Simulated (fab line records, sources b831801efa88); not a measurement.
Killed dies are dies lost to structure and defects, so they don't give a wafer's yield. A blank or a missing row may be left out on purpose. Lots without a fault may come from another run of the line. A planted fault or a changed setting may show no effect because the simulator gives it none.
Which tool did it? | flow sfq_line | 9 lots, 27 wafers sampled, at 1 step of a route of 325

WHAT THE GAUGES READ, wafer by wafer
The record holds no reading of a measuring or inspecting step that can be judged against a usual standard deviation.

WHICH TOOL RAN EACH LOT (tool, then ch and the chambers of the sampled wafers, then the start)
lot  | SFQ_TRILAYER_I5_LITHO_EXPOSE_145
L311 | krf_scanner-02 ch 0, day 69 16:10
L312 | krf_scanner-02 ch 0, day 69 17:58
L313 | krf_scanner-02 ch 0, day 70 04:10
L314 | krf_scanner-01 ch 0, day 70 23:50
L317 | krf_scanner-02 ch 0, day 72 11:38
L318 | krf_scanner-02 ch 0, day 72 12:50
L319 | krf_scanner-02 ch 0, day 72 14:26
L320 | krf_scanner-02 ch 0, day 72 15:50
L321 | krf_scanner-02 ch 0, day 72 20:52
- SFQ_TRILAYER_I5_LITHO_EXPOSE_145: exposes mask I5, target cd 700 nm.

WHAT THE TOOLS THEMSELVES READ (means of the sampled wafers that have a number; where no wafer has one, the mark that the record gives instead)
SFQ_TRILAYER_I5_LITHO_EXPOSE_145.
lot  | tool           | exposure_dose_mJ_cm2
L311 | krf_scanner-02 | 21.272
L312 | krf_scanner-02 | 21.337
L313 | krf_scanner-02 | 21.291
L314 | krf_scanner-01 | 21.297
L317 | krf_scanner-02 | 21.291
L318 | krf_scanner-02 | 20.813
L319 | krf_scanner-02 | 20.818
L320 | krf_scanner-02 | 20.828
L321 | krf_scanner-02 | 20.823

THE ANSWER, worked out from the rows above alone
Rule: what is usual is taken from the lots themselves. Put in order of their means at a reading, lots are off if they are a third of the lots or fewer, leave a main group of 4 or more, and stand apart from it by a gap of 3 or more times the standard deviation of the main group's means; of several such gaps the widest counts. A main group whose means are all the same, to the digits that the tables above print for the reading, isn't used. A lot without any number at a reading at which 4 lots or more have one is off too. The other lots that the step has rows for count as sound. The gauges are gone through in route order, then the tools' own readings, and for those a lot's mean is taken as printed above. The first step at which some lot is off is used, and at that step the reading that is off furthest; a lot without a number counts as furthest.
No lot is off at any reading shown: from this, nothing can be told.

WHAT THE SIMULATOR HAD PUT IN
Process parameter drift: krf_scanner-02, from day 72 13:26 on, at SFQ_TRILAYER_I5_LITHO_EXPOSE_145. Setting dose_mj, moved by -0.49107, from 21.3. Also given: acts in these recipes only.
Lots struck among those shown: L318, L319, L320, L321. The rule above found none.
